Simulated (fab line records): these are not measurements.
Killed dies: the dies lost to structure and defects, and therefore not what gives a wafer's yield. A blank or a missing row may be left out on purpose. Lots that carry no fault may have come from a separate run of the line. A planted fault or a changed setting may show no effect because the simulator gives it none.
Code-filled problem report in 8D (eight disciplines) form :: flow sky130 :: the parts of the form that need people (team, actions taken, sign-off) are left out

## 1. PROBLEM STATEMENT
METAL5_ALCU_RS at SKY_METAL5_RS_MEAS_05 reads a mean of 0.0319 ohm/sq on 2 wafers of 1 lot; wafers without a fault read 0.0271 ohm/sq with a standard deviation of 0.00034. Measured from the usual mean, that is +14 standard deviations.
The step: measures by four-point-probe.
First seen on wafer L871.1, day 46 17:10, on film_metro-04. At this step, 29 wafers from 10 lots have a number in the record. The rule behind "out" and "out of limits": a value lying over 4 standard deviations away from the usual mean. The rest of the wafers with a number are treated as sound.

## 2. WHAT IT IS AND WHAT IT IS NOT
question: which readings at this step
is: METAL5_ALCU_RS
is not: -

question: which lots
is: L871
is not: L857, L859, L862, L864, L867, L869, L875, L877, L879

question: which wafers of those lots
is: all that have a number
is not: -

question: read on which gauges
is: film_metro-04
is not: film_metro-01, film_metro-03

question: when
is: from day 46 17:10
is not: up to then (18 sound wafers); but 9 sound wafers of L875, L877, L879 came after

## 3. SUSPECTS, AND WHAT RULES EACH OUT
Counting: any tool at a process step up to the reading is kept as a suspect provided that every lot that is out went through it and no sound lot did after the first of them.
- the gauge at SKY_METAL5_RS_MEAS_05 is ruled out. All the wafers that are out were read on film_metro-04, but those of them that SKY_METAL5_METAL_ETCH_15 has rows for are out there too, on other tools.
- plasma_asher-04 at SKY_CAP2M_STRIP_14 (strips in O2/N2): ruled out as a lasting fault. After its first lot that is out, L871 (day 44 19:56), sound lots L877 ran on it.
- pvd_sputter-04 at SKY_METAL5_SPUTTER_02 (material AlCu, target thk 1150 nm, time 61.2 s): kept. It ran the lot that is out, L871 (day 46 17:04), and no sound lot after that; its last sound lot up to then is L869 (day 46 07:59).
Left after counting: pvd_sputter-04 at SKY_METAL5_SPUTTER_02.

## 4. THE CAUSE (what the simulator had put in)
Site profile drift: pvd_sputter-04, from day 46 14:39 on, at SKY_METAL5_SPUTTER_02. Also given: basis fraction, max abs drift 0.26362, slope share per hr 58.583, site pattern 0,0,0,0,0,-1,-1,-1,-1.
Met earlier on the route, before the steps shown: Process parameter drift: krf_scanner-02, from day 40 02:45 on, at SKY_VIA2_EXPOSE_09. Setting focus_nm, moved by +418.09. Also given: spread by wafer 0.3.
After counting, this tool was the only one left.

## 5. SEQUENCE OF EFFECTS, ordered by route
Each row: a reading whose mean over the struck wafers that have a number lies more than 3 standard deviations from the usual. Only readings for which the record gives a usual standard deviation are gone through. hours: the time from each lot's start at the first step in this table that gives one to its start at this step, as a median over the lots. sigmas: the change in usual standard deviations.
hours: 0
step: SKY_METAL5_RS_MEAS_05
reading: METAL5_ALCU_RS
usual: 0.0271 ohm/sq
on struck wafers: 0.0319
change: +0.0048
sigmas: +14

hours: 0
step: SKY_METAL5_THK_MEAS_06
reading: METAL5_ALCU_THK
usual: 1173 nm
on struck wafers: 1023
change: -150
sigmas: -9.4

hours: 20
step: SKY_METAL5_METAL_ETCH_15
reading: oes_product_au
usual: 0.894 a.u.
on struck wafers: 0.843
change: -0.051
sigmas: -10
The process steps in it:
- SKY_METAL5_METAL_ETCH_15: etches the open film in Cl2/BCl3, stops on SiO2, target depth 1260 nm, time 252 s.
Later measuring or inspecting steps at which every struck wafer that the step has a row for has a number for every such reading, and none has moved that far: SKY_PASSIVATION_THK_MEAS_01.

## 6. WHAT WOULD HAVE CAUGHT IT SOONER
Counted from the fault's start at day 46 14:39, it took 3 hours until the first out-of-limits reading at a measuring or inspecting step in this record, taken at day 46 17:10.
Tool readings at SKY_METAL5_SPUTTER_02 with a usual standard deviation given in the record: none out on any struck wafer, hence no alarm at a limit of 4 standard deviations on them.
The start of SKY_METAL5_SPUTTER_02 on pvd_sputter-04 came by day 46 17:10 for every one of the lots that are out (1). A hold on the tool at that time would have spared none of them.
